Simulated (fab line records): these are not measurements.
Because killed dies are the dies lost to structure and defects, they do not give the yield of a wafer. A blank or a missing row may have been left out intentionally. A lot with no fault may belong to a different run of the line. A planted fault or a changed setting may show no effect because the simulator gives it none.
Matching of chambers + flow gf180mcu + 4 sister chambers for GF_V1_CMP_26 on cmp-02
The step polishes, stops on SiO2, t overpolish 15 s, target thk 0 nm. 8 wafers are shown with their chamber, then 11 later ones without.

== EACH WAFER AND ITS CHAMBER ==
| wafer  | chamber | motorCurrentA (A) | timeToEndpointS (s) |
|--------|---------|-------------------|---------------------|
| L079.3 | 3       | 9.4               | 85                  |
| L081.6 | 3       | 9.4               | 85                  |
| L082.1 | 2       | 11.1              | 88                  |
| L082.4 | 0       | 14.6              | 83                  |
| L084.2 | 0       | 15.0              | 86                  |
| L084.3 | 2       | 11.1              | 87                  |
| L084.4 | 1       | 13.6              | 88                  |
| L086.1 | 1       | 12.8              | 83                  |

== WAFERS WHOSE CHAMBER IS MISSING ==
| wafer  | motorCurrentA (A) | timeToEndpointS (s) |
|--------|-------------------|---------------------|
| L086.4 | 14.8              | 79                  |
| L086.5 | 10.1              | 85                  |
| L093.4 | 9.4               | 80                  |
| L093.5 | 10.5              | 84                  |
| L093.6 | 13.5              | 84                  |
| L094.1 | 10.2              | 86                  |
| L094.5 | 9.5               | 74                  |
| L094.6 | 15.3              | 75                  |
| L097.1 | 13.7              | 88                  |
| L097.2 | 14.2              | 89                  |
| L097.3 | 9.2               | 81                  |

== CHAMBER TAKEN BY EACH ==
| wafer  | from the rows above     | in truth |
|--------|-------------------------|----------|
| L086.4 | 0                       | 0        |
| L086.5 | can't be placed: 3 or 2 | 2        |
| L093.4 | 3                       | 3        |
| L093.5 | can't be placed: 2 or 3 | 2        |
| L093.6 | 1                       | 1        |
| L094.1 | can't be placed: 3 or 2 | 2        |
| L094.5 | 3                       | 3        |
| L094.6 | 0                       | 0        |
| L097.1 | can't be placed: 1 or 0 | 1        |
| L097.2 | can't be placed: 0 or 1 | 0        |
| L097.3 | 3                       | 3        |
Correctly placed: 6 of 11. These rows do not allow placing 5 (true chamber among the candidates in 5). Wrongly placed: 0.
How it was worked out, from the rows above alone: a wafer's distance from a chamber is the root of the sum, over the readings, of the square of ((its reading less the chamber's mean) divided by the reading's scatter). The wafer belongs to the nearest chamber; if the next one is less than 2 further off, it can't be placed. The mean given for a chamber averages the wafers shown for that chamber. How the scatter is found: for the shown wafers, subtract from each reading the mean of its chamber, square and add these, divide the total by (wafers less chambers), then take the root.
